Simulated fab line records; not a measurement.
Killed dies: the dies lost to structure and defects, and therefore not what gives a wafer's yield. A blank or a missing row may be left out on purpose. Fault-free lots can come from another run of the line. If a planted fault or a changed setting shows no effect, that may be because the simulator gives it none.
2 desks, one fault -- flow gf180mcu -- what lay behind the numbers comes last; until then each desk has only its own

## FOR THE TOOL OWNER'S DESK: pvd sputter-02
The tool's own readings at GF_M4_SPUTTER_04 (material TiN, target thk 50 nm, time 41.7 s): means of the sampled wafers that have a number, for each lot that ran on this tool. Marked OUT: a lot whose mean sits more than 4 standard deviations from the usual mean, which makes it out of limits; the brackets give that distance.
Columns: A = throttle valve pct at GF_M4_SPUTTER_04, usual 30.4 %
lot,first seen here,A
L308,day 26 09:22,30.5
L315,day 28 07:01,29.5
L314,day 28 09:27,30.2
This desk found nothing out of limits on any of the 3 lots.

## THE METROLOGY DESK
Lot by lot, what the gauges showed, no matter which tool ran the lot: averages of those sampled wafers that carry a number. Marked OUT: a lot whose mean sits more than 4 standard deviations from the usual mean, which makes it out of limits; the brackets give that distance. Shown here are 7 of its 9 readings, the ones lying furthest out on some lot.
Columns: A = V3_W_THK at GF_V3_THK_MEAS_25, usual 361 nm; B = M4_ALCU_RS at GF_M4_RS_MEAS_05, usual 0.0699 ohm/sq; C = M4_ALCU_THK at GF_M4_THK_MEAS_06, usual 445 nm; D = cd nm at GF_M4_CD_MEAS_14, usual 279.8 nm; E = M4_OVL at GF_M4_OVL_MEAS_15, usual 0 nm; F = V4_CVD_02_THK at GF_V4_THK_MEAS_03, usual 853 nm; G = V4_BOW at GF_V4_BOW_MEAS_05, usual 135 um
lot,first seen here,A,B,C,D,E,F,G
L306,day 25 13:17,359,0.0693,448,282.4,-3,859,140
L308,day 26 08:43,364,0.0701,442,278.7,-3,851,137
L315,day 28 06:22,364,0.0699,449,280.2,-3,843,133
L314,day 28 08:49,353,0.0698,449,279.3,-1,855,138
L316,day 28 09:40,354,0.0702,446,280.1,4,846,125
L320,day 29 14:00,369,0.0690,452,279.5,7,842,136
This desk found nothing out of limits on any of the 6 lots.

## ALL TOGETHER
Nothing out of limits was seen by the tool owner's desk.
Metrology desk: nothing out of limits seen.

## WHAT THE SIMULATOR PUT IN
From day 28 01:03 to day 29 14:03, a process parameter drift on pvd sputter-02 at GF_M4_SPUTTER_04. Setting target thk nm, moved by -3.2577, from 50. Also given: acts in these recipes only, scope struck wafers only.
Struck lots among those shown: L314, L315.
